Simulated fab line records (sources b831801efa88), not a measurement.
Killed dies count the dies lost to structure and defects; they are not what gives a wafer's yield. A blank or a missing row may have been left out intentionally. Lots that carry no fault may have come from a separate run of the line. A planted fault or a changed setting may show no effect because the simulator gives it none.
The same fault as seen by 2 desks ; flow gf180mcu ; numbers are kept per desk, each desk with only its own; the story behind them comes last

== AT THE METROLOGY DESK ==
Means of the sampled wafers that have a number, per lot and without regard to the tool the lot ran on: this is what the gauges read. A lot is out of limits, marked OUT, if its mean lies more than 4 standard deviations from the usual mean; the brackets give that distance.
Columns: A = V1_W_THK at GF_V1_THK_MEAS_25, usual 342 nm; B = M2_ALCU_THK at GF_M2_THK_MEAS_06, usual 449 nm
lot;first seen here;A;B
L966;day 18 22:14;338;445
L972;day 21 06:12;349;440
L973;day 21 15:32;337;448
L976;day 22 15:31;341;452
L977;day 23 02:31;343;452
L978;day 23 11:37;342;444
L979;day 24 01:17;340;444
L980;day 24 12:01;340;445
L982;day 24 22:34;345;456
L983;day 24 23:53;347;452
L984;day 25 09:52;345;448
L986;day 26 02:32;341;453
L987;day 26 05:58;331;443
Finding of this desk: none of the 13 lots has anything out of limits.

== TOOL OWNER'S DESK, pvd_sputter-04 ==
The tool's own readings at GF_M2_SPUTTER_00 (material Ti, target thk 37.5 nm, time 150 s): means of the sampled wafers that have a number, for each lot that ran on this tool. A lot is out of limits, marked OUT, if its mean lies more than 4 standard deviations from the usual mean; the brackets give that distance.
Columns: A = cathode_dc_power_W at GF_M2_SPUTTER_00, usual 4000.1 W; B = throttle_valve_pct at GF_M2_SPUTTER_00, usual 30.3 %
lot;first seen here;A;B
L972;day 21 06:34;3358.8 (-99 or more) OUT;30.6
L973;day 21 15:53;3358.4 (-99 or more) OUT;30.5
L979;day 24 01:38;3999.3;30.3
L980;day 24 12:22;4000.0;29.6
L982;day 24 22:56;3999.2;30.2
L984;day 25 10:13;4000.6;30.4
This desk's verdict: out of limits on L972, L973, starting with L972 at day 21 06:34 (cathode_dc_power_W at GF_M2_SPUTTER_00). L979, L980, L982, L984 stayed within limits.

== BROUGHT TOGETHER ==
An alarm could have come from the tool owner's desk at day 21 06:34, on L972, L973.
At the metrology desk, nothing out of limits was observed.
The metrology desk holds a record of L972, L973, inside its limits.
On pvd_sputter-04, each named lot ran GF_M2_SPUTTER_00.

== WHAT WAS PUT IN BY THE SIMULATOR ==
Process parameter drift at GF_M2_SPUTTER_00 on pvd_sputter-04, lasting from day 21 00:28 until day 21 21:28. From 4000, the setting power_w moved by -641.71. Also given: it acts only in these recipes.
Lots struck among those shown: L972, L973.
Hours from the fault's start to each desk's first reading out of limits: the tool owner's desk, 6.
